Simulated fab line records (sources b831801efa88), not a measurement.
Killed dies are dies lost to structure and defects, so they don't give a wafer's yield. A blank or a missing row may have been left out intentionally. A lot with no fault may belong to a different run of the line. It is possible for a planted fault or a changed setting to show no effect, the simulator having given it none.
Matching of chambers || flow gf180mcu || GF_V5_CMP_04 on cmp-01 has 4 sister chambers
The step polishes SiO2. 14 wafers are shown with their chamber, then 7 later ones without.

== EACH WAFER AND ITS CHAMBER ==
{"wafer": "L826.1", "chamber": 0, "motor current A (A)": 12.1}
{"wafer": "L826.4", "chamber": 3, "motor current A (A)": 13.4}
{"wafer": "L826.6", "chamber": 2, "motor current A (A)": 11.1}
{"wafer": "L827.1", "chamber": 0, "motor current A (A)": 12.2}
{"wafer": "L827.2", "chamber": 3, "motor current A (A)": 14.0}
{"wafer": "L827.6", "chamber": 3, "motor current A (A)": 12.5}
{"wafer": "L832.1", "chamber": 3, "motor current A (A)": 14.0}
{"wafer": "L832.3", "chamber": 1, "motor current A (A)": 11.9}
{"wafer": "L832.5", "chamber": 2, "motor current A (A)": 11.1}
{"wafer": "L838.2", "chamber": 0, "motor current A (A)": 13.5}
{"wafer": "L838.5", "chamber": 2, "motor current A (A)": 11.8}
{"wafer": "L838.6", "chamber": 1, "motor current A (A)": 12.3}
{"wafer": "L839.3", "chamber": 2, "motor current A (A)": 11.6}
{"wafer": "L839.5", "chamber": 2, "motor current A (A)": 11.2}

SIGNATURES, as means of the wafers listed above
{"reading": "motor current A", "chamber 0": 12.600, "chamber 1": 12.100, "chamber 2": 11.360, "chamber 3": 13.475, "scatter within a chamber": 0.567}
Rule: a wafer's distance from a chamber is the root of the sum, over the readings, of the square of ((its reading less the chamber's mean) divided by the reading's scatter). If the next closest chamber is less than 2 further off than the closest, the wafer can't be placed; otherwise it belongs to the closest. The scatter: the root of (the sum of the squares of (reading less its chamber's mean) over the shown wafers, divided by (wafers less chambers)).

== WAFERS WITH NO CHAMBER GIVEN ==
{"wafer": "L839.6", "motor current A (A)": 13.3}
{"wafer": "L844.1", "motor current A (A)": 11.6}
{"wafer": "L844.2", "motor current A (A)": 12.4}
{"wafer": "L844.5", "motor current A (A)": 11.4}
{"wafer": "L849.1", "motor current A (A)": 11.7}
{"wafer": "L849.3", "motor current A (A)": 10.7}
{"wafer": "L849.6", "motor current A (A)": 13.1}

== WHICH CHAMBER EACH ONE RAN IN ==
{"wafer": "L839.6", "from the rows above": "can't be placed: 3 or 0 or 1", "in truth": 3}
{"wafer": "L844.1", "from the rows above": "can't be placed: 2 or 1 or 0", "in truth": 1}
{"wafer": "L844.2", "from the rows above": "can't be placed: 0 or 1 or 2 or 3", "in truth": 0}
{"wafer": "L844.5", "from the rows above": "can't be placed: 2 or 1", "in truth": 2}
{"wafer": "L849.1", "from the rows above": "can't be placed: 2 or 1 or 0", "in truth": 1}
{"wafer": "L849.3", "from the rows above": "can't be placed: 2 or 1", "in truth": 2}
{"wafer": "L849.6", "from the rows above": "can't be placed: 3 or 0 or 1", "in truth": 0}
Correctly placed: 0 of 7. These rows do not allow placing 7 (true chamber among the candidates in 7). Number placed wrongly: 0.
